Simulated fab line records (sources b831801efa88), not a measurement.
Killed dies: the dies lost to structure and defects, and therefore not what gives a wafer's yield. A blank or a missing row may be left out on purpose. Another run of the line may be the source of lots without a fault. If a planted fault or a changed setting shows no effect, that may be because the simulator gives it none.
Comparing a struck lot with a sound one / flow sky130 / 26 steps out of a route of 708
Sound: the wafers L322.1, L322.3, L322.5. Wafers L338.1, L338.5, L338.6 were the ones struck. The cause is given at the end.
Per side, at each step with rows, come the tool, then ch with its chambers, and then its first start. Under that, the readings that differ: sound wafers / struck wafers / difference of the means / sigmas: that difference in standard deviations of wafers without a fault.
alike: readings whose means differ by less than 2 such deviations, and words and numbers that are the same on both sides. not compared: withheld readings, readings that some wafer has no value for, bounds like >300 that may hide the same value, and numbers for which the record gives no deviation and whose values overlap.
Wherever a step has rows on one side only, a row that says differs or no value, or a row with sigmas, the two part there. When numbers do not overlap yet have no deviation, they are printed without sigmas and do not part them. A reading missing from all wafers of one side parts the sides only when that side holds two or more wafers.

first, 3 steps without rows for these wafers: SKY_CAP2M_EXPOSE_09 (exposes mask CAP2M, target cd 1000 nm); SKY_CAP2M_PEB_10; SKY_CAP2M_DEVELOP_11 (develop time 60 s).
SKY_CAP2M_OVL_MEAS_12:
  sound on overlay-01, day 42 21:37; struck on overlay-01, day 46 19:05
  alike: CAP2M_OVL
SKY_CAP2M_METAL_ETCH_13: etches TiN in Cl2/BCl3, stops on SiO2, target depth 220 nm, time 62.9 s.
  sound on rie_metal-02 ch 0,1, day 42 21:39; struck on rie_metal-02 ch 0,1, day 46 19:07
reading=oes_product_au (a.u.); sound=0.938 0.935 0.940; struck=0.957 0.947 0.963; difference=+0.018; sigmas=+2
  alike: drypump_motor_current_A, throttle_valve_pct
  not compared: rf_hours_counter_h
SKY_CAP2M_STRIP_14: strips in O2/N2.
  sound on plasma_asher-02 ch 0,1, day 42 21:44; struck on plasma_asher-02 ch 0,1, day 46 19:12
  alike: drypump_motor_current_A, oes_product_au, strip_time_to_endpoint_s
  not compared: rf_hours_counter_h
then, 6 steps without rows for these wafers: SKY_CAP2M_STRIP_15 (strips in post etch residue remover, time 1200 s); SKY_CAP2M_CLEAN_16 (cleans in IPA, time 180 s); SKY_CAP2M_CLEAN_17 (cleans in O3/DIW); SKY_METAL4_DEHYDRATE_05 (time 60 s); SKY_METAL4_HMDS_06 (prime time 60 s); SKY_METAL4_COAT_07 (resist thk 60 nm).
SKY_METAL4_COAT_08: resist thk 1140 nm.
  sound on litho_track-01 ch 0, day 43 09:00; struck on litho_track-04 ch 0, day 47 06:00
reading=model.KrF-thick_of_METAL4_COAT_08.thk_nm (nm); sound=1142 1143 1143; struck=1067 1062 1064; difference=-78; sigmas=
then, 4 steps without rows for these wafers: SKY_METAL4_SOFTBAKE_09 (time 90 s); SKY_METAL4_EXPOSE_10 (exposes mask MM4, target cd 300 nm); SKY_METAL4_PEB_11; SKY_METAL4_DEVELOP_12 (develop time 60 s).
SKY_METAL4_CD_MEAS_13 targets a cd of 300 nm.
  sound on cd_sem-01, day 43 21:38; struck on cd_sem-02, day 47 16:46
  alike: cd_nm
SKY_METAL4_OVL_MEAS_14:
  sound on overlay-02, day 43 21:46; struck on overlay-02, day 47 16:53
  alike: METAL4_OVL
SKY_METAL4_DESCUM_15: chemistry O2, time 8 s.
  sound on rie_metal-03 ch 0,1, day 43 21:47; struck on rie_metal-03 ch 1, day 47 16:55
reading=model.METAL4.cd_nm (nm); sound=300.8 301 299.9; struck=297.4 298.8 297.4; difference=-2.7; sigmas=
  alike: drypump_motor_current_A, oes_product_au
  not compared: rf_hours_counter_h
SKY_METAL4_ETCH_16: etches BARC in N2/H2, stops on SiO2, time 88.2 s, target depth 60 nm.
  sound on rie_metal-03 ch 0,1, day 43 21:49; struck on rie_metal-03 ch 1, day 47 16:59
  alike: drypump_motor_current_A, oes_product_au, throttle_valve_pct
  not compared: rf_hours_counter_h
SKY_METAL4_ETCH_17: etches SiO2 in C4F8/O2/Ar, stops on TiN, time 3.9 s, target depth 15 nm.
  sound on rie_diel-02 ch 0,1,2, day 43 21:55; struck on rie_diel-03 ch 0,2,3, day 47 17:11
  alike: oes_product_au
  not compared: rf_hours_counter_h
SKY_METAL4_METAL_ETCH_18: etches the open film in Cl2/BCl3, stops on SiO2, target depth 845 nm, time 183.1 s.
  sound on rie_metal-02 ch 0,1, day 43 21:56; struck on rie_metal-02 ch 0,1, day 47 17:12
reading=model.KrF-thick_of_METAL4_COAT_08.thk_nm (nm); sound=533.1 521.4 528.8; struck=459.7 454.4 449.4; difference=-73.3; sigmas=
  alike: drypump_motor_current_A, oes_product_au, throttle_valve_pct
  not compared: rf_hours_counter_h
SKY_METAL4_STRIP_19: strips in O2/N2.
  sound on plasma_asher-03 ch 0,1, day 43 22:07; struck on plasma_asher-04 ch 0,1, day 47 17:23
reading=drypump_motor_current_A (A); sound=5.6 5.6 5.6; struck=6.3 6.4 6.0; difference=+0.6; sigmas=+2
reading=oes_product_au (a.u.); sound=0.503 0.504 0.510; struck=0.476 0.472 0.465; difference=-0.035; sigmas=-6
reading=strip_time_to_endpoint_s (s); sound=6.57 6.48 6.54; struck=5.86 5.80 5.76; difference=-0.72; sigmas=-7
  not compared: rf_hours_counter_h
then, 1 step without rows for these wafers: SKY_METAL4_STRIP_20 (strips in post etch residue remover, time 1200 s).
SKY_PAD_OPEN_PROBE_99:
  rows exist in the record for the sound wafers here (prober-02, day 47 15:30), none for the struck ones

## WHERE THEY PART
Earliest at SKY_CAP2M_METAL_ETCH_13; latest, in this record, at SKY_PAD_OPEN_PROBE_99.

WHY: what the simulator had put in
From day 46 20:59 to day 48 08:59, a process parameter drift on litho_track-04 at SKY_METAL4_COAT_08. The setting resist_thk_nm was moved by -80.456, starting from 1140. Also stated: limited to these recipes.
